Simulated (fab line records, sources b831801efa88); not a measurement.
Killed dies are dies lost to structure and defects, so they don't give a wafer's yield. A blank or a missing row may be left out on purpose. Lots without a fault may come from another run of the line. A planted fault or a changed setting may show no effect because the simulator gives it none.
fab line records | flow gf180mcu
record lots=12 wafers=36 last_day=34
route steps=602 shown SALICIDE@283 CONTACT@303 M1@315
lots that met no fault: from a run of the same line without faults
start_h: hours from the record's first day to the start of the lot's first wafer shown | wait_h: hours since the lot's step before | " the same as in the row above | L1.1+2: a row that stands for several wafers | - no value, or no start given | * or withheld: withheld | < > ~ a bound
route shown NAME@n: a module of which the file shows steps, and the number in the route of the first | usual: mean/standard deviation of fault-free wafers | same: alike in all rows | chamber/n: place in a boat | sites: the reading at each site | _std_site: their standard deviation | _edge_site: outer sites' mean less inner sites' | radius_mm: how far each site lies from the wafer's centre | mask NAME#n: copy n | behind: the tool/chamber that last shaped the wafer | hold: why the lot was held/for how many hours/how that ended | device: the transistor (n, p or np) that didn't switch | end of line: the same wafers' tests at the end of the route | a step without rows: its recipe alone | killed: dies lost to structure and defects at the first sort, not the wafer's yield | map: a wafer's dies, x killed, . not, _ none there
set.NAME: the setting as run; set.NAME@STEP: as run at that earlier step | model.NAME: the simulator's own value behind a step, which no gauge read
steps of the route over a sample of lots; a table a step, a row a wafer
services: from which hour (start_h, from the record's first day; less than 0 if before it) a tool's chamber was out of use, for how many hours, and why
## steps
# step GF_SALICIDE_THK_MEAS_05
# recipe thk_meas_gauge=xrf reads=TiN_of_SALICIDE_SPUTTER_03
# usual SALICIDE_TIN_THK=19.7/0.34
# columns lot.wafer tool chamber start_h wait_h SALICIDE_TIN_THK[nm]
L198.2 film_metro-01 - 365.20 0.1 19.8
L198.4 " - " " 19.6
L198.6 " - " " 19.6
L200.1 film_metro-01 - 373.69 0.1 19.7
L200.4 " - " " 19.7
L200.5 " - " " 19.6
L199.2 film_metro-03 - 375.99 0.1 19.7
L199.4 " - " " 20.2
L199.6 " - " " 20.1
L201.3 film_metro-03 - 384.04 0.1 19.9
L201.4 " - " " 19.7
L201.6 " - " " 20.0
L202.1 film_metro-03 - 392.16 0.1 20.3
L202.4 " - " " 20.2
L202.6 " - " " 20.0
L206.1 film_metro-04 - 427.78 0.1 19.4
L206.4 " - " " 19.2
L206.6 " - " " 19.2
L207.1 film_metro-03 - 433.86 0.1 20.3
L207.2 " - " " 19.9
L207.6 " - " " 20.1
L208.2 film_metro-03 - 445.29 0.1 20.5
L208.3 " - " " 20.2
L208.5 " - " " 20.5
L209.2 film_metro-04 - 456.32 0.1 19.6
L209.4 " - " " 19.9
L209.6 " - " " 19.9
L216.2 film_metro-01 - 515.51 0.1 19.6
L216.3 " - " " 19.7
L216.5 " - " " 19.7
L218.1 film_metro-03 - 525.58 0.1 19.6
L218.2 " - " " 19.2
L218.4 " - " " 19.5
L219.1 film_metro-04 - 529.50 0.1 19.7
L219.2 " - " " 19.7
L219.6 " - " " 19.8
# step GF_CONTACT_ETCH_16
# recipe chemistry=N2/H2 target_depth_a=withheld overetch_a=withheld time_s=withheld target=BARC ion_energy_ev=200 source_w=500 bias_w=100 pressure_mtorr=30 n2_flow_sccm=100 h2_flow_sccm=200
# usual drypump_motor_current_A=5.8/0.42 n2_flow_sccm=99.96/0.3 oes_product_au=0.855/0.005 throttle_valve_pct=13.225/0.0088
# columns lot.wafer tool chamber start_h wait_h drypump_motor_current_A n2_flow_sccm oes_product_au throttle_valve_pct
L198.2 rie_diel-04 3 389.44 0.0 5.6 100.52 0.859 13.222
L198.4 " 3 " " 5.6 100.13 0.852 13.217
L198.6 " 2 " " 5.7 99.71 0.850 13.222
L200.1 rie_diel-02 2 397.48 0.0 5.9 100.03 0.858 13.220
L200.4 " 0 " " 6.5 99.82 0.846 13.220
L200.5 " 2 " " 5.9 100.20 0.855 13.236
L199.2 rie_diel-02 3 399.99 0.0 5.7 100.11 0.852 13.221
L199.4 " 0 " " 6.4 100.29 0.853 13.222
L199.6 " 1 " " 5.0 100.00 0.855 13.231
L201.3 rie_diel-04 2 408.54 0.0 5.7 100.15 0.850 13.225
L201.4 " 1 " " 5.4 100.42 0.861 13.223
L201.6 " 3 " " 5.5 99.93 0.855 13.205
L202.1 rie_diel-04 2 417.08 0.0 5.7 99.93 0.854 13.221
L202.4 " 1 " " 5.4 99.44 0.852 13.223
L202.6 " 2 " " 5.7 99.83 0.856 13.217
L206.1 rie_diel-04 0 453.39 0.0 5.3 100.12 0.845 13.252
L206.4 " 0 " " 5.3 100.23 0.850 13.231
L206.6 " 1 " " 5.4 100.05 0.861 13.230
L207.1 rie_diel-02 1 459.54 0.0 5.0 99.96 0.851 13.230
L207.2 " 0 " " 6.4 100.23 0.852 13.227
L207.6 " 3 " " 5.7 99.53 0.847 13.212
L208.2 rie_diel-04 1 471.34 0.0 5.4 99.90 0.860 13.214
L208.3 " 1 " " 5.4 99.60 0.859 13.231
L208.5 " 1 " " 5.4 99.99 0.840 13.225
L209.2 rie_diel-04 3 481.59 0.0 5.6 100.17 0.854 13.217
L209.4 " 3 " " 5.6 100.02 0.859 13.220
L209.6 " 1 " " 5.4 100.54 0.855 13.212
L216.2 rie_diel-02 1 539.62 0.0 5.0 100.53 0.849 13.231
L216.3 " 3 " " 5.6 99.58 0.863 13.237
L216.5 " 0 " " 6.5 100.30 0.859 13.221
L218.1 rie_diel-03 3 549.34 0.0 6.5 99.85 0.861 13.226
L218.2 " 2 " " 5.9 99.45 0.853 13.216
L218.4 " 1 " " 5.9 100.14 0.852 13.226
L219.1 rie_diel-03 2 552.79 0.0 5.9 100.16 0.855 13.230
L219.2 " 3 " " 6.5 100.01 0.854 13.237
L219.6 " 3 " " 6.5 99.84 0.861 13.235
# step GF_CONTACT_CVD_24
# recipe material=W target_thk_nm=300 time_s=90.339 temp_c=400 pressure_torr=40
# usual heater_power_w=828/38
# columns lot.wafer tool chamber start_h wait_h heater_power_w
L198.2 cvd_w-01 1 390.01 0.0 880
L198.4 " 0 " " 813
L198.6 " 0 " " 829
L200.1 cvd_w-01 1 398.04 0.0 847
L200.4 " 0 " " 837
L200.5 " 1 " " 884
L199.2 cvd_w-01 0 400.55 0.0 844
L199.4 " 1 " " 870
L199.6 " 0 " " 849
L201.3 cvd_w-01 1 409.14 0.1 886
L201.4 " 0 " " 822
L201.6 " 1 " " 882
L202.1 cvd_w-01 0 417.64 0.0 823
L202.4 " 1 " " 877
L202.6 " 0 " " 837
L206.1 cvd_w-02 1 453.95 0.0 784
L206.4 " 1 " " 773
L206.6 " 1 " " 776
L207.1 cvd_w-02 1 460.10 0.0 776
L207.2 " 0 " " 791
L207.6 " 1 " " 762
L208.2 cvd_w-02 0 472.00 0.0 824
L208.3 " 1 " " 768
L208.5 " 0 " " 826
L209.2 cvd_w-02 0 482.15 0.0 835
L209.4 " 1 " " 795
L209.6 " 0 " " 820
L216.2 cvd_w-01 0 540.21 0.0 838
L216.3 " 0 " " 839
L216.5 " 1 " " 884
L218.1 cvd_w-02 1 549.92 0.0 778
L218.2 " 0 " " 813
L218.4 " 1 " " 774
L219.1 cvd_w-02 1 553.38 0.0 766
L219.2 " 0 " " 832
L219.6 " 0 " " 831
# step GF_CONTACT_RS_MEAS_25
# recipe thk_meas_gauge=four-point-probe reads=W_of_CONTACT_CVD_24+TiN_of_CONTACT_SPUTTER_23+Ti_of_CONTACT_SPUTTER_22
# usual CONTACT_W_RS=0.381/0.0038
# columns lot.wafer tool chamber start_h wait_h CONTACT_W_RS[ohm/sq]
L198.2 film_metro-02 - 390.14 0.1 0.391
L198.4 " - " " 0.379
L198.6 " - " " 0.381
L200.1 film_metro-03 - 398.14 0.1 0.384
L200.4 " - " " 0.383
L200.5 " - " " 0.385
L199.2 film_metro-03 - 400.67 0.1 0.382
L199.4 " - " " 0.386
L199.6 " - " " 0.381
L201.3 film_metro-03 - 409.30 0.1 0.385
L201.4 " - " " 0.378
L201.6 " - " " 0.381
L202.1 film_metro-03 - 417.74 0.1 0.379
L202.4 " - " " 0.382
L202.6 " - " " 0.380
L206.1 film_metro-02 - 454.05 0.1 0.378
L206.4 " - " " 0.376
L206.6 " - " " 0.378
L207.1 film_metro-04 - 460.20 0.1 0.383
L207.2 " - " " 0.381
L207.6 " - " " 0.292
L208.2 film_metro-03 - 472.13 0.1 0.378
L208.3 " - " " 0.378
L208.5 " - " " 0.292
L209.2 film_metro-04 - 482.27 0.1 0.379
L209.4 " - " " 0.382
L209.6 " - " " 0.292
L216.2 film_metro-03 - 540.33 0.1 0.378
L216.3 " - " " 0.381
L216.5 " - " " 0.383
L218.1 film_metro-04 - 550.02 0.1 0.387
L218.2 " - " " 0.384
L218.4 " - " " 0.386
L219.1 film_metro-04 - 553.48 0.1 0.381
L219.2 " - " " 0.385
L219.6 " - " " 0.383
# step GF_CONTACT_THK_MEAS_26
# recipe thk_meas_gauge=xrf reads=W_of_CONTACT_CVD_24
# usual CONTACT_W_THK=319/4.4
# columns lot.wafer tool chamber start_h wait_h CONTACT_W_THK[nm]
L198.2 film_metro-02 - 390.25 0.1 315
L198.4 " - " " 323
L198.6 " - " " 323
L200.1 film_metro-03 - 398.26 0.1 316
L200.4 " - " " 317
L200.5 " - " " 315
L199.2 film_metro-03 - 400.78 0.1 318
L199.4 " - " " 313
L199.6 " - " " 322
L201.3 film_metro-03 - 409.40 0.1 318
L201.4 " - " " 326
L201.6 " - " " 321
L202.1 film_metro-03 - 417.86 0.1 324
L202.4 " - " " 320
L202.6 " - " " 321
L206.1 film_metro-02 - 454.17 0.1 319
L206.4 " - " " 321
L206.6 " - " " 321
L207.1 film_metro-04 - 460.32 0.1 315
L207.2 " - " " 318
L207.6 " - " " 419
L208.2 film_metro-03 - 472.24 0.1 327
L208.3 " - " " 324
L208.5 " - " " 430
L209.2 film_metro-04 - 482.38 0.1 318
L209.4 " - " " 314
L209.6 " - " " 418
L216.2 film_metro-03 - 540.44 0.1 323
L216.3 " - " " 320
L216.5 " - " " 319
L218.1 film_metro-04 - 550.14 0.1 310
L218.2 " - " " 312
L218.4 " - " " 310
L219.1 film_metro-04 - 553.60 0.1 317
L219.2 " - " " 313
L219.6 " - " " 314
# step GF_CONTACT_CMP_27
# recipe stop_on=SiO2 down_force_psi=3.5 platen_rpm=60 t_overpolish_s=15 target_thk_nm=0 pad_velocity_m_s=0.94248
# usual motor_current_A=11.1/1.3 time_to_endpoint_s=73/3.4
# columns lot.wafer tool chamber start_h wait_h motor_current_A time_to_endpoint_s
L198.4 cmp-01 1 390.35 0.1 10.3 73
L198.2 " 3 " " 8.9 71
L198.6 " 1 " " 9.5 72
L200.4 cmp-01 2 398.32 0.0 10.8 75
L200.1 " 3 " " 9.4 74
L200.5 " 3 " " 9.2 73
L199.2 cmp-02 1 400.88 0.1 12.0 74
L199.4 " 2 " " 10.0 66
L199.6 " 1 " " 12.4 72
L201.4 cmp-01 1 409.44 0.0 9.7 74
L201.3 " 2 " " 11.7 72
L201.6 " 1 " " 9.7 75
L202.1 cmp-02 2 418.02 0.1 10.3 68
L202.4 " 3 " " 12.1 69
L202.6 " 1 " " 12.1 74
L206.4 cmp-01 3 454.33 0.1 9.5 75
L206.1 " 0 " " 12.6 69
L206.6 " 1 " " 9.1 70
L207.2 cmp-01 1 460.38 0.0 9.6 74
L207.1 " 3 " " 9.8 72
L207.6 " 1 " " 9.9 96
L208.3 cmp-02 2 472.39 0.1 10.1 70
L208.2 " 3 " " 11.7 71
L208.5 " 0 " " 11.6 98
L209.2 cmp-01 3 482.53 0.1 9.3 77
L209.4 " 0 " " 12.8 71
L209.6 " 1 " " 10.0 99
L216.3 cmp-02 2 540.59 0.1 10.4 69
L216.2 " 3 " " 12.5 70
L216.5 " 1 " " 12.7 73
L218.2 cmp-02 0 550.20 0.0 10.5 75
L218.1 " 2 " " 10.0 65
L218.4 " 3 " " 12.5 65
L219.2 cmp-01 3 553.66 0.0 9.4 72
L219.1 " 0 " " 13.0 73
L219.6 " 3 " " 9.3 73
# step GF_M1_SPUTTER_00
# recipe material=Ti target_thk_nm=37.5 arriving_ion_energy_ev=80 substrate_temp_c=200 chamber_pressure_pa=2 power_w=4000 time_s=150
# usual throttle_valve_pct=30.0/0.82
# columns lot.wafer tool chamber start_h wait_h throttle_valve_pct
L198.2 pvd_sputter-02 - 390.60 0.1 30.3
L198.4 " - " " 30.4
L198.6 " - " " 30.3
L200.1 pvd_sputter-01 - 398.62 0.2 29.7
L200.4 " - " " 29.0
L200.5 " - " " 30.9
L199.2 pvd_sputter-01 - 401.13 0.2 29.3
L199.4 " - " " 29.2
L199.6 " - " " 30.4
L201.3 pvd_sputter-01 - 409.74 0.2 29.4
L201.4 " - " " 30.2
L201.6 " - " " 29.1
L202.1 pvd_sputter-02 - 418.22 0.1 30.0
L202.4 " - " " 28.8
L202.6 " - " " 29.9
L206.1 pvd_sputter-04 - 454.53 0.1 31.1
L206.4 " - " " 29.9
L206.6 " - " " 31.1
L207.1 pvd_sputter-02 - 460.68 0.1 28.9
L207.2 " - " " 30.6
L207.6 " - " " 29.8
L208.2 pvd_sputter-01 - 472.59 0.1 31.4
L208.3 " - " " 30.9
L208.5 " - " " 30.1
L209.2 pvd_sputter-02 - 482.73 0.1 30.1
L209.4 " - " " 28.7
L209.6 " - " " 30.6
L216.2 pvd_sputter-02 - 540.79 0.1 30.4
L216.3 " - " " 29.7
L216.5 " - " " 30.1
L218.1 pvd_sputter-04 - 550.50 0.1 28.4
L218.2 " - " " 31.1
L218.4 " - " " 30.0
L219.1 pvd_sputter-04 - 553.96 0.2 28.4
L219.2 " - " " 30.1
L219.6 " - " " 28.3
## services
# columns tool chamber start_h hours kind
pvd_sputter-02 - 369.07 4.4 repair
cvd_w-02 1 380.67 3.1 repair
pvd_sputter-04 - 381.63 2.5 repair
rie_diel-04 0 387.29 15.7 repair
cvd_w-02 - 390.00 14.0 pm
cmp-02 - 404.06 4.0 pm
rie_diel-02 2 414.98 7.9 repair
cvd_w-01 - 432.13 6.0 pm
cmp-02 - 438.50 3.2 repair
rie_diel-04 3 450.30 23.5 repair
cvd_w-01 0 451.57 16.2 repair
cmp-01 - 458.60 0.4 repair
cmp-01 - 462.32 3.3 repair
cmp-02 - 466.24 1.7 repair
cvd_w-01 0 469.63 19.9 repair
rie_diel-02 3 469.66 2.6 repair
rie_diel-04 2 469.76 24.6 repair
rie_diel-03 2 480.79 11.2 repair
pvd_sputter-04 - 481.07 9.6 repair
cmp-02 - 497.83 3.9 pm
rie_diel-03 - 505.94 14.6 pm
pvd_sputter-01 - 521.47 1.5 repair
rie_diel-03 0 550.58 10.4 repair
rie_diel-04 2 550.74 6.7 repair
## key
first_sign step=GF_CONTACT_RS_MEAS_25 reading=CONTACT_W_RS direction=down sigmas=24 usual=0.381 struck=0.292
effect step=GF_CONTACT_THK_MEAS_26 reading=CONTACT_W_THK direction=up sigmas=23 usual=319 struck=422
effect step=GF_CONTACT_CMP_27 reading=time_to_endpoint_s direction=up sigmas=7.4 usual=* struck=*
met_at GF_CONTACT_CVD_24
struck_lots L207,L208,L209
struck_wafers L207.6,L208.5,L209.6
tester_left_out L207,L208,L209
not_acting_at GF_SALICIDE_THK_MEAS_05,GF_CONTACT_ETCH_16,GF_M1_SPUTTER_00
onset_between 453.95 460.10
fault kind=process_parameter_drift tool=cvd_w-02 chamber=- onset_h=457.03 steps=GF_CONTACT_CVD_24 channel=target_thk_nm offset=92.865 shape=step end_h=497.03 scope=struck_wafers_only acts_in=these_recipes_only stated=300
# tester_left_out: of these lots the tester's yield and bins aren't shown, on N5 and GAA mostly nor the transistor test; their killed dies are dies lost to structure and defects alone, not to doping, threshold or leakage, so they don't give the yield
